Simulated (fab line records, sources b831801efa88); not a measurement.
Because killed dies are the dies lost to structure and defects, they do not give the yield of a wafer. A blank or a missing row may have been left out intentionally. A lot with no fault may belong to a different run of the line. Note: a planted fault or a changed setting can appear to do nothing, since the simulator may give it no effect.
2 desks looking at one fault | flow sky130 | each desk has only its own numbers; what lay behind them comes last

## DESK OF THE TOOL OWNER: implanter-03
SKY_LDD_HVP_IMPLANT_08, tool's own readings: per-lot mean of the sampled wafers with a number, covering each lot this tool ran. If a lot's mean is further than 4 standard deviations from the usual mean, the lot is out of limits and carries the mark OUT (the distance appears in the brackets).
Columns: A = beam_energy_keV at SKY_LDD_HVP_IMPLANT_08, usual 20.000; B = dose_ions_cm2 at SKY_LDD_HVP_IMPLANT_08, usual 1.7005e+13; C = faraday_current_uA at SKY_LDD_HVP_IMPLANT_08, usual 96.2
lot  | first seen here | A      | B                            | C
L982 | day 23 04:09    | 20.002 | 1.6997e+13                   | 95.5
L984 | day 23 19:29    | 20.000 | 1.7026e+13                   | 96.8
L985 | day 24 03:21    | 19.995 | 1.7011e+13                   | 95.8
L987 | day 24 22:36    | 20.006 | 1.6978e+13                   | 96.9
L988 | day 24 23:17    | 20.003 | 1.7018e+13                   | 94.0
L100 | day 29 04:39    | 19.993 | 8.0638e+13 (+99 or more) OUT | 448.3 (+99 or more) OUT
L102 | day 29 19:52    | 20.001 | 8.0640e+13 (+99 or more) OUT | 457.4 (+99 or more) OUT
This desk finds L100, L102 out of limits, L100 being first, at day 29 04:39 (dose_ions_cm2 at SKY_LDD_HVP_IMPLANT_08). In limits: L982, L984, L985, L987, L988.

## METROLOGY DESK
Lot by lot, what the gauges showed, no matter which tool ran the lot: averages of those sampled wafers that carry a number. If a lot's mean is further than 4 standard deviations from the usual mean, the lot is out of limits and carries the mark OUT (the distance appears in the brackets).
Columns: A = LDD_HVP_TW at SKY_LDD_HVP_TW_MEAS_10, usual 457.3
lot  | first seen here | A
L980 | day 22 12:25    | 455.3
L981 | day 23 02:26    | 458.9
L982 | day 23 04:24    | 458.7
L983 | day 23 09:28    | 456.8
L984 | day 23 19:44    | 458.2
L985 | day 24 03:36    | 455.4
L987 | day 24 22:51    | 455.1
L988 | day 24 23:32    | 459.0
L991 | day 26 07:02    | 457.6
L992 | day 26 15:40    | 458.8
L995 | day 27 15:44    | 452.3
L100 | day 29 04:53    | 741.5 (+99 or more) OUT
L102 | day 29 20:04    | 747.5 (+99 or more) OUT
L103 | day 30 03:44    | 458.2
This desk finds L100, L102 out of limits, with the earliest case on L100 at day 29 04:53 (LDD_HVP_TW at SKY_LDD_HVP_TW_MEAS_10). In limits: L980, L981, L982, L983, L984, L985, L987, L988, L991, L992, L995, L103.

## ALL TOGETHER
The tool owner's desk had the chance to raise an alarm at day 29 04:39 on L100, L102.
Metrology desk: alarm possible at day 29 04:53 on L100, L102.
SKY_LDD_HVP_IMPLANT_08 was run on implanter-03 by each of the lots named.

## WHAT THE SIMULATOR HAD INSERTED
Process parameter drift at SKY_LDD_HVP_IMPLANT_08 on implanter-03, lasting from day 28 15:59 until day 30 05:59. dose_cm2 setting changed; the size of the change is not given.
Shown lots that were struck: L100, L102.
Counting hours from when the fault started, the first reading out of limits came at 13 for the tool owner's desk and at 13 for the metrology desk.
